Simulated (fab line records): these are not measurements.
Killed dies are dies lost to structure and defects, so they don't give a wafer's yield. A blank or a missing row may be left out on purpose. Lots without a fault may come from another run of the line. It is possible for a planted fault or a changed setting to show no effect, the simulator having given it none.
fab line records	flow sky130
record: lots: 5	wafers: 15	last_day: 50
route steps=708 shown LI_CONTACT@376 LOCAL_INTERCONNECT@387 CONTACT@406 PAD_OPEN@708
lots that met no fault: from a run of the same line without faults
start_h: start of the lot's first displayed wafer, in hours after the record's first day	wait_h: how many hours have passed since the lot's step before this one	" same as the row above	L1.1+2: several wafers, shown together as one row	- no value, or no start was given	* or withheld: withheld	< > ~ a bound
route shown NAME@n: a module of which the file shows steps, and the number in the route of the first	usual: mean/standard deviation of fault-free wafers	same: alike in all rows	chamber/n: place in a boat	sites: readings site by site	_std_site: the values' standard deviation	_edge_site: outer sites' mean less inner sites'	radius_mm: for every site, how far away it sits from the centre of the wafer	mask NAME#n: copy n	behind: tool/chamber where the wafer was last shaped	hold: reason for holding the lot/hours on hold/outcome of the hold	device: the n, p or np transistor that did not switch	end of line: tests run on the same wafers once the route is complete	for a step that has no rows: nothing shown but its recipe	killed: count of dies lost to structure and defects at first sort (not the wafer's yield)	map: a wafer's dies, marking killed ones x, the rest . and places with no die _
set.NAME: the setting that was run; set.NAME@STEP: the one run at that earlier step	model.NAME: the simulator's own value behind a step, which no gauge read
lots seen at some steps along the route; tables by step, rows by wafer
services: from which hour (start_h, from the record's first day; less than 0 if before it) a tool's chamber was out of use, for how many hours, and why
== steps ==
step: SKY_LI_CONTACT_ETCH_14
recipe: chemistry: N2/H2	target: BARC	ion_energy_ev: 200	source_w: 500	bias_w: 100	pressure_mtorr: 30	n2_flow_sccm: 100	h2_flow_sccm: 200	stop_on: SiO2	time_s: 45.9	target_depth_a: 600
step: SKY_LI_CONTACT_ETCH_15
recipe: target: PSG	chemistry: C4F8/O2/Ar	stop_on: Si	taper_deg: 4.15	mask_material: KrF-thick	source_w: 1500	bias_w: 1200	pressure_mtorr: 40	c4f8_flow_sccm: withheld	O2_flow_sccm: 6	Ar_flow_sccm: 300	time_s: withheld	target_depth_a: 6000
step: SKY_LI_CONTACT_STRIP_16
recipe: chemistry: O2/N2	power_w: 1400	pressure_mtorr: 1500	platen_temp_c: withheld	o2_flow_sccm: 3000	n2_flow_sccm: 300	overash_fraction: 0.5
step: SKY_LI_CONTACT_CLEAN_17
recipe: chemistry: NMP	time_s: 600	temp_c: 60	dry: n2_spin
step: SKY_LI_CONTACT_PRE_CLEAN_18
recipe: gas: Ar	time_s: 5.6	bias_v: 358
step: SKY_LI_CONTACT_SPUTTER_19
recipe: material: Ti	target_thk_nm: 20	chamber_pressure_pa: 5	power_w: 2500	substrate_temp_c: 200	time_s: 106.37
step: SKY_LI_CONTACT_SPUTTER_20
recipe: material: TiN	target_thk_nm: 20	chamber_pressure_pa: 5	power_w: 4000	time_s: 80
step: SKY_LI_CONTACT_CVD_21
recipe: material: W	target_thk_nm: 400	time_s: 120.56	temp_c: 400	pressure_torr: 40
step: SKY_LI_CONTACT_CMP_24
recipe: stop_on: PSG	t_overpolish_s: 20	down_force_psi: 3.5	platen_rpm: 60	target_thk_nm: 0	pad_velocity_m_s: 0.94248
usual: motor_current_A: 10.5/0.84	overpolish_run_s: 20.000/0.0093	time_to_endpoint_s: 97.7/2.7
lot.wafer	tool	chamber	start_h	wait_h	motor_current_A	overpolish_run_s	time_to_endpoint_s
L124.4	cmp-02	2	683.40	0.0	11.2	20.008	99.5
L124.3	"	1	"	"	9.8	20.007	97.6
L124.6	"	2	"	"	11.2	20.001	101.5
L130.3	cmp-01	3	740.08	0.1	10.6	19.998	102.4
L130.4	"	1	"	"	10.9	20.000	102.8
L130.6	"	2	"	"	9.8	20.005	103.1
L137.3	cmp-01	2	821.68	0.0	9.6	20.004	98.5
L137.1	"	0	"	"	12.4	20.009	99.3
L137.6	"	2	"	"	9.6	19.984	98.8
L141.1	cmp-01	0	825.98	0.1	11.7	20.020	95.6
L141.2	"	2	"	"	10.1	20.002	99.9
L141.5	"	1	"	"	10.4	20.007	100.9
L142.2	cmp-01	2	844.11	0.0	10.6	20.013	100.8
L142.4	"	3	"	"	10.1	19.985	100.2
L142.3	"	0	"	"	11.4	19.989	99.8
step: SKY_LOCAL_INTERCONNECT_SPUTTER_00
recipe: material: TiN	target_thk_nm: 100	temp_c: 300	power_w: 6500	time_s: 83.3	chamber_pressure_pa: 0.4
step: SKY_LOCAL_INTERCONNECT_DEHYDRATE_03
recipe: temp_c: 200	time_s: 60
step: SKY_LOCAL_INTERCONNECT_HMDS_04
recipe: prime_time_s: 60	prime_temp_c: 120
step: SKY_LOCAL_INTERCONNECT_COAT_05
recipe: resist: BARC	temp_c: withheld	time_s: withheld	spin_rpm: 3000	resist_thk_nm: 60
step: SKY_LOCAL_INTERCONNECT_COAT_06
recipe: resist: KrF-thick	spin_rpm: 3000	resist_thk_nm: 450
step: SKY_LOCAL_INTERCONNECT_SOFTBAKE_07
recipe: temp_c: 100	time_s: 90	resist: KrF-thick
step: SKY_LOCAL_INTERCONNECT_EXPOSE_08
recipe: mask_id: LI1M	na: 0.8	source_shape: annular	sigma_inner: 0.55	sigma_outer: 0.85	target_cd_nm: 170	dose_mj: 28
step: SKY_LOCAL_INTERCONNECT_PEB_09
recipe: peb_temp_c: withheld	peb_time_s: withheld	resist: KrF-thick
step: SKY_LOCAL_INTERCONNECT_DEVELOP_10
recipe: develop_time_s: 60	resist: KrF-thick	dev_temp_c: 21
step: SKY_LOCAL_INTERCONNECT_ETCH_13
recipe: chemistry: N2/H2	target: BARC	ion_energy_ev: 200	bias_w: 100	pressure_mtorr: 30	n2_flow_sccm: 100	h2_flow_sccm: 200	icp_w: 500	stop_on: SiO2	time_s: 45.9	target_depth_a: 600
step: SKY_LOCAL_INTERCONNECT_METAL_ETCH_14
recipe: target_depth_nm: 110	stop_on: PSG	chemistry: Cl2/BCl3	target: TiN	resist_sidewall_deg: 88	pressure_mtorr: 10	icp_w: 900	bias_w: 48.5	Cl2_flow_sccm: 60	bcl3_flow_sccm: 30	time_s: 31.4
step: SKY_LOCAL_INTERCONNECT_STRIP_15
recipe: chemistry: O2/N2	power_w: 1400	pressure_mtorr: 1500	platen_temp_c: withheld	o2_flow_sccm: 3000	n2_flow_sccm: 300	overash_fraction: 0.5
step: SKY_LOCAL_INTERCONNECT_STRIP_16
recipe: chemistry: post_etch_residue_remover	time_s: 1200	temp_c: 72.5
step: SKY_LOCAL_INTERCONNECT_CLEAN_17
recipe: chemistry: IPA	time_s: 180	temp_c: 25
step: SKY_LOCAL_INTERCONNECT_CLEAN_18
recipe: chemistry: O3/DIW	dry: n2_spin
step: SKY_CONTACT_CVD_00
recipe: material: Si3N4	target_thk_nm: 75	temp_c: 400	time_s: withheld	rf_w: 450
step: SKY_CONTACT_HDPCVD_02
recipe: material: SiO2	target_thk_nm: 565	sigma_open_frac: 0.3	time_s: 94.2	temp_c: 600	sih4_flow_sccm: 60	pressure_mtorr: 6
step: SKY_CONTACT_CMP_04
recipe: material: SiO2	down_force_psi: 4	platen_rpm: 60	pad_velocity_m_s: 0.94248
step: SKY_CONTACT_DEHYDRATE_06
recipe: temp_c: 200	time_s: 60
step: SKY_CONTACT_HMDS_07
recipe: prime_time_s: 60	prime_temp_c: 120
step: SKY_CONTACT_COAT_08
recipe: resist: BARC	temp_c: withheld	time_s: withheld	spin_rpm: 3000	resist_thk_nm: 60
step: SKY_CONTACT_COAT_09
recipe: resist: KrF-thick	spin_rpm: 3000	resist_thk_nm: 450
step: SKY_PAD_OPEN_PROBE_99
usual: killed_at_M0_to_M3: 44/7	killed_at_M4_up: 3.0/1.9	killed_at_contacts: 24/5.4	killed_at_front_end: 15/4.6	killed_at_other: 0.3/0.5	killed_dies: 87/10	killed_on_rim: 17/3.5	killed_open: 47/7	killed_short: 40/6.2
same: gross_dies: 492	killed_at_back_side: 0
lot.wafer	tool	chamber	start_h	wait_h	killed_at_M0_to_M3	killed_at_M4_up	killed_at_contacts	killed_at_front_end	killed_at_other	killed_dies	killed_on_rim	killed_open	killed_short
L124.3	prober-02	-	1079.00	0.2	43	3	25	7	0	78	19	43	35
L124.4	prober-02	-	1079.05	0.2	43	6	22	15	0	86	19	43	43
L124.6	prober-02	-	1079.15	0.2	46	1	25	6	0	78	12	47	31
L130.3	prober-02	-	1120.65	0.2	33	4	28	12	0	77	21	39	38
L130.4	prober-02	-	1120.70	0.2	43	1	31	12	0	87	22	45	42
L130.6	prober-02	-	1120.80	0.2	42	6	34	15	0	97	19	56	41
L137.1	prober-01	-	1178.80	0.1	41	1	223	16	0	281	60	35	36
L137.3	prober-01	-	1178.90	0.2	30	7	229	10	0	276	47	35	38
L137.6	prober-01	-	1179.05	0.2	42	4	229	12	1	288	47	44	30
L141.1	prober-02	-	1180.30	0.1	39	1	226	8	0	274	49	35	29
L141.2	prober-02	-	1180.35	0.1	32	2	210	10	0	254	45	41	22
L141.5	prober-02	-	1180.50	0.2	40	3	201	8	1	253	43	42	28
L142.2	prober-01	-	1193.15	0.1	34	0	218	15	0	267	44	38	30
L142.3	prober-01	-	1193.20	0.2	27	3	202	20	0	252	45	43	31
L142.4	prober-01	-	1193.25	0.2	45	1	196	19	0	261	55	38	48
killed by level:class
L124.3 CONTACT:geometric_particle:open=11 VIA1:geometric_particle:open=9 LI_CONTACT:geometric_particle:open=8 VIA2:geometric_particle:open=7 METAL2:geometric_particle:short=6 VIA1:geometric_particle:short=5 CONTACT:geometric_particle:short=4 METAL1:geometric_particle:short=4
L124.4 CONTACT:geometric_particle:open=8 VIA1:geometric_particle:open=8 CONTACT:geometric_particle:short=6 METAL1:geometric_particle:short=6 METAL4:geometric_particle:short=6 FIELD_ISO:geometric_particle:open=5 FIELD_ISO:geometric_particle:short=5 LI_CONTACT:geometric_particle:open=5
L124.6 VIA2:geometric_particle:open=10 LI_CONTACT:geometric_particle:open=9 CONTACT:geometric_particle:open=9 VIA1:geometric_particle:open=8 METAL2:geometric_particle:short=8 VIA1:geometric_particle:short=4 VIA2:geometric_particle:short=4 LOCAL_INTERCONNECT:geometric_particle:short=3
L130.3 CONTACT:geometric_particle:open=10 LI_CONTACT:geometric_particle:open=8 FIELD_ISO:geometric_particle:short=6 VIA1:geometric_particle:open=6 METAL2:geometric_particle:short=5 METAL1:geometric_particle:short=5 VIA2:geometric_particle:open=5 LOCAL_INTERCONNECT:geometric_particle:short=4
L130.4 VIA1:geometric_particle:open=10 CONTACT:geometric_particle:open=8 VIA2:geometric_particle:open=8 FIELD_ISO:geometric_particle:short=6 LI_CONTACT:geometric_particle:short=6 METAL1:geometric_particle:short=6 LI_CONTACT:geometric_particle:open=5 LOCAL_INTERCONNECT:geometric_particle:short=5
L130.6 CONTACT:geometric_particle:open=16 VIA1:geometric_particle:open=12 VIA3:geometric_particle:open=7 LOCAL_INTERCONNECT:geometric_particle:short=7 METAL1:geometric_particle:short=7 CONTACT:geometric_particle:short=6 POLY_GATE:geometric_particle:open=4 VIA2:geometric_particle:open=4
L137.1 LI_CONTACT:unspecified=210 VIA1:geometric_particle:open=10 VIA3:geometric_particle:open=7 VIA1:geometric_particle:short=6 FIELD_ISO:geometric_particle:short=5 LI_CONTACT:geometric_particle:open=5 METAL2:geometric_particle:short=5 METAL1:geometric_particle:short=4
L137.3 LI_CONTACT:unspecified=203 CONTACT:geometric_particle:open=10 VIA1:geometric_particle:short=10 VIA1:geometric_particle:open=10 LI_CONTACT:geometric_particle:open=6 LOCAL_INTERCONNECT:geometric_particle:short=6 FIELD_ISO:geometric_particle:short=4 METAL4:geometric_particle:short=4
L137.6 LI_CONTACT:unspecified=214 VIA1:geometric_particle:open=10 VIA3:geometric_particle:open=8 CONTACT:geometric_particle:open=7 VIA2:geometric_particle:open=6 VIA1:geometric_particle:short=5 LI_CONTACT:geometric_particle:open=4 POLY_GATE:geometric_particle:short=3
L141.1 LI_CONTACT:unspecified=210 METAL2:geometric_particle:short=10 VIA1:geometric_particle:open=9 LI_CONTACT:geometric_particle:open=7 METAL1:geometric_particle:short=6 VIA2:geometric_particle:open=5 FIELD_ISO:geometric_particle:short=3 CONTACT:geometric_particle:short=3
L141.2 LI_CONTACT:unspecified=191 LI_CONTACT:geometric_particle:open=9 VIA3:geometric_particle:open=8 VIA1:geometric_particle:open=6 LOCAL_INTERCONNECT:geometric_particle:short=4 METAL2:geometric_particle:short=4 METAL2:geometric_particle:open=4 VIA2:geometric_particle:open=4
L141.5 LI_CONTACT:unspecified=183 VIA1:geometric_particle:open=12 CONTACT:geometric_particle:open=9 VIA3:geometric_particle:open=5 METAL2:geometric_particle:short=5 CONTACT:geometric_particle:short=4 METAL1:geometric_particle:short=4 VIA1:geometric_particle:short=4
L142.2 LI_CONTACT:unspecified=199 LI_CONTACT:geometric_particle:open=7 CONTACT:geometric_particle:open=6 VIA1:geometric_particle:open=6 METAL1:geometric_particle:short=6 VIA3:geometric_particle:open=6 POLY_GATE:geometric_particle:open=5 CONTACT:geometric_particle:short=4
L142.3 LI_CONTACT:unspecified=178 CONTACT:geometric_particle:open=10 VIA1:geometric_particle:open=9 POLY_GATE:geometric_particle:open=6 LI_CONTACT:geometric_particle:open=6 FIELD_ISO:geometric_particle:short=4 LOCAL_INTERCONNECT:geometric_particle:short=4 METAL2:geometric_particle:short=4
L142.4 LI_CONTACT:unspecified=175 VIA2:geometric_particle:open=9 FIELD_ISO:geometric_particle:short=8 VIA1:geometric_particle:open=8 CONTACT:geometric_particle:open=7 METAL1:geometric_particle:short=6 METAL2:geometric_particle:short=6 CONTACT:geometric_particle:short=5
map L137.6 (x killed, . not)
__________..xxxx...._________
________....x.xxx.x.xx_______
______...x..xxxx..x.xx.x_____
_____.x.x.xxxx.x.x.x.xxx.____
____xxx.x.x..x..xxx.xxxx.x___
___xx.xxx..xx..xx.xxxxxxxxx__
__xxxx...xx.xxxx.x.xxx..x..._
_xx.x.x..xx...x.x..xx....xx..
_.xx....xxxx..xxxx.xxxx...xxx
_xxx.xx....x.xxxxxx...xx.xx..
_.xx.x.xxxxx.x.xxx.xx....x.xx
_..xx...x.xx.x..xx..x.xx..xxx
_.xx.x.x..xxxxx...xxxxxxxx...
_xx.......x..xxxxxxx..x.xx.xx
_..xxxx.x....xxxx.x.xxxxxxxxx
__xxxxxxxxxxxx.xx.x...xxxxxx_
___..xx.x.xx.xxxxxx...xx...__
____x..xxxx.xxxx.x.x.xxxx.___
_____xx..xxxxx.xxxx..x.xx____
______....x.xxxxxxx...x._____
________.xxx.x....x.x._______
__________x...xxx..._________
map L141.1 (x killed, . not)
__________.xxxxx.xx._________
________.xxx.xxxxx...x_______
______xx.x.xxx.xxxx..x.x_____
_____x.x..xxxxxxx..x....x____
____xxxxxxx.x.xxxx.xxxx...___
___.......xx..xx.xx.x.x...x__
__.xx.xx...xxxxxxx.x....xx.._
_.x..xx...x.xxx..x.xx..x.xxxx
_xxxx.x.xx..xxxxxx..x.x.x..x.
_..xx.x.......xxx.xx.xxx.xx..
_.x..xxx..xxx.x..xx.x..xxxxxx
_xx..xxxxxxx..x..x.xxx.xxxx..
_x.xx.xxxx...xx..x.x.xxx..x..
_..x.x..xxx..x..x..xx...xx.x.
_.x.xxxxx......xxxx.xx..x.xxx
__xx.xxx.x.xxxxxx..x.xx....x_
___xx...xx.xxx.x..xxxxx.xxx__
____...xxxxxxx.x..x.x.x.xx___
_____.xx.x..xx.x.xxxx...x____
______.xx...xx....x..x.x_____
________xx.xxx.xx.x..x_______
__________..x......._________
== services ==
tool	chamber	start_h	hours	kind
cmp-01	-	664.27	8.9	pm
cmp-01	-	691.85	1.2	repair
cmp-01	-	744.00	4.0	pm
cmp-01	-	748.00	-	consumable_replace:conditioner
cmp-01	-	748.00	-	consumable_replace:pad
cmp-01	-	796.58	0.4	repair
cmp-01	-	803.16	5.3	pm
== key ==
first_sign: step: SKY_PAD_OPEN_PROBE_99	reading: killed_at_contacts	direction: up	sigmas: 36	usual: 24	struck: 215
effect: step: SKY_PAD_OPEN_PROBE_99	reading: killed_dies	direction: up	sigmas: 18	usual: 87	struck: 267
met_at SKY_LI_CONTACT_CMP_24
struck_wafers L137.1,L137.3,L137.6,L141.1,L141.2,L141.5,L142.2,L142.3,L142.4
tester_left_out L137,L141,L142
onset_between 740.08 821.68
also_fits time
fault: kind: chamber_particle_source	tool: cmp-01	chamber: -	onset_h: 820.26	steps: SKY_LI_CONTACT_CMP_24	rate_per_visit_cm2: 1.0383	end_h: 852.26
tester_left_out: of these lots the tester's yield and bins aren't shown, on N5 and GAA mostly nor the transistor test; their killed dies are dies lost to structure and defects alone, not to doping, threshold or leakage, so they don't give the yield
